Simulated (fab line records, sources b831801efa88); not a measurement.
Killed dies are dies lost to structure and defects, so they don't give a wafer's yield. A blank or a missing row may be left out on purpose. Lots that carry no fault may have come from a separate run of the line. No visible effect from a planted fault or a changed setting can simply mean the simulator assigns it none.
A single fault, viewed from 2 desks | flow sky130 | what lay behind the numbers comes last; until then each desk has only its own

== FROM THE METROLOGY DESK ==
What the gauges read for every lot (on any tool): the sampled wafers with a number, averaged. Any lot whose mean is over 4 standard deviations away from the usual mean is out of limits and marked OUT; that distance is given in the brackets.
Columns: A = LDD_HVP_OVL at SKY_LDD_HVP_OVL_MEAS_07, usual 0.1 nm; B = SD_N_RS at SKY_SD_N_RS_MEAS_16, usual 68.62 ohm/sq; C = RES_XHIGH_RS at SKY_SD_N_RS_MEAS_18, usual 333.3 ohm/sq
lot  | first seen here | A    | B               | C
L735 | day 21 13:41    | 0.2  | 68.53           | 332.8
L738 | day 22 14:29    | 0.6  | 68.62           | 332.9
L737 | day 22 14:31    | 3.0  | 68.62           | 334.6
L739 | day 23 04:05    | 0.2  | 68.69           | 331.8
L740 | day 23 08:20    | 1.0  | 69.72 (+10) OUT | 335.4
L741 | day 24 01:44    | 1.9  | 69.78 (+11) OUT | 332.6
L751 | day 27 17:39    | -1.0 | 68.66           | 333.3
L752 | day 28 04:32    | -0.3 | 68.63           | 332.3
L754 | day 28 14:53    | 1.4  | 68.72           | 334.7
L755 | day 28 15:47    | -1.4 | 68.64           | 333.1
L757 | day 29 08:50    | -0.6 | 68.57           | 333.4
Finding of this desk: L740, L741 out of limits, first seen on L740 at day 29 13:05 (SD_N_RS at SKY_SD_N_RS_MEAS_16). Within limits: L735, L738, L737, L739, L751, L752, L754, L755, L757.

== THE TOOL OWNER'S DESK: implanter-04 ==
The tool's own readings at SKY_SD_N_IMPLANT_09, given as means over the sampled wafers that have a number, one for each lot that went through this tool. Any lot whose mean is over 4 standard deviations away from the usual mean is out of limits and marked OUT; that distance is given in the brackets.
Columns: A = beam-on-s at SKY_SD_N_IMPLANT_09, usual 18.5 s; B = dose-ions-cm2 at SKY_SD_N_IMPLANT_09, usual 3.999e+15; C = tilt-deg at SKY_SD_N_IMPLANT_09, usual 0.004 degrees
lot  | first seen here | A    | B                           | C
L735 | day 27 22:10    | 18.6 | 3.998e+15                   | 0.008
L738 | day 28 20:18    | 18.4 | 4.000e+15                   | 0.023
L739 | day 29 07:41    | 19.0 | 3.999e+15                   | -0.006
L740 | day 29 12:20    | 16.1 | 3.520e+15 (-99 or more) OUT | 0.009
L741 | day 30 04:08    | 16.4 | 3.518e+15 (-99 or more) OUT | -0.011
L751 | day 33 14:04    | 18.3 | 4.003e+15                   | -0.010
L752 | day 34 02:22    | 18.2 | 4.002e+15                   | 0.010
L754 | day 34 10:03    | 18.5 | 3.998e+15                   | 0.003
L757 | day 35 02:07    | 18.6 | 4.005e+15                   | 0.024
Finding of this desk: L740, L741 out of limits; the first was L740 at day 29 12:20, on dose-ions-cm2 at SKY_SD_N_IMPLANT_09. Within limits: L735, L738, L739, L751, L752, L754, L757.

== TAKEN TOGETHER ==
The tool owner's desk had the chance to raise an alarm at day 29 12:20 on L740, L741.
The metrology desk could have raised an alarm at day 29 13:05, on L740, L741.
SKY_SD_N_IMPLANT_09 was run on implanter-04 by each of the lots named.

== WHAT THE SIMULATOR HAD PUT IN ==
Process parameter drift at SKY_SD_N_IMPLANT_09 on implanter-04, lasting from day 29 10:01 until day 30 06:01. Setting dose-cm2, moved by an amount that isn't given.
Lots struck among those shown: L740, L741.
Fault start to first reading out of limits, in hours, per desk: tool owner, 2; metrology, 3.
